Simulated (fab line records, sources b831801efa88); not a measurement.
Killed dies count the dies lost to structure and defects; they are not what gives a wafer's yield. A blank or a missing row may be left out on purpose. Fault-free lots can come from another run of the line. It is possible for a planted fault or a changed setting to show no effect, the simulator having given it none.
Chamber matching + flow gf180mcu + GF_PASSIVATION_CVD_02 on pecvd-03: 3 sister chambers
The step deposits Si3N4, target thk 700 nm, time 486.18 s. 14 wafers are shown with their chamber, then 7 later ones without.

WAFERS WITH THEIR CHAMBER
| wafer  | chamber | heater-power-w (W) |
|--------|---------|--------------------|
| L706.2 | 0       | 694                |
| L706.4 | 1       | 660                |
| L706.5 | 0       | 708                |
| L708.1 | 0       | 585                |
| L708.2 | 2       | 1014               |
| L708.3 | 1       | 738                |
| L710.1 | 2       | 988                |
| L710.2 | 1       | 750                |
| L710.4 | 0       | 676                |
| L713.2 | 1       | 684                |
| L713.5 | 2       | 899                |
| L713.6 | 0       | 695                |
| L714.1 | 2       | 891                |
| L714.2 | 0       | 666                |

SIGNATURES (averages over the wafers above)
| reading        | chamber 0 | chamber 1 | chamber 2 | scatter within a chamber |
|----------------|-----------|-----------|-----------|--------------------------|
| heater-power-w | 670.67    | 708.00    | 948.00    | 49.6                     |
Rule: a wafer's distance from a chamber is the root of the sum, over the readings, of the square of ((its reading less the chamber's mean) divided by the reading's scatter). The wafer belongs to the nearest chamber; if the next one is less than 2 further off, it can't be placed. How the scatter is found: for the shown wafers, subtract from each reading the mean of its chamber, square and add these, divide the total by (wafers less chambers), then take the root.

WAFERS WHOSE CHAMBER IS MISSING
| wafer  | heater-power-w (W) |
|--------|--------------------|
| L714.6 | 958                |
| L718.1 | 683                |
| L718.3 | 995                |
| L718.4 | 672                |
| L719.1 | 647                |
| L719.3 | 918                |
| L719.5 | 672                |

EACH ONE'S CHAMBER
| wafer  | from the rows above     | in truth |
|--------|-------------------------|----------|
| L714.6 | 2                       | 2        |
| L718.1 | can't be placed: 0 or 1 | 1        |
| L718.3 | 2                       | 2        |
| L718.4 | can't be placed: 0 or 1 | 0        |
| L719.1 | can't be placed: 0 or 1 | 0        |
| L719.3 | 2                       | 2        |
| L719.5 | can't be placed: 0 or 1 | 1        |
Correct placement for 3 of the 7. From these rows, 4 cannot be placed; in 4 the true chamber is one of the candidates. Number placed wrongly: 0.
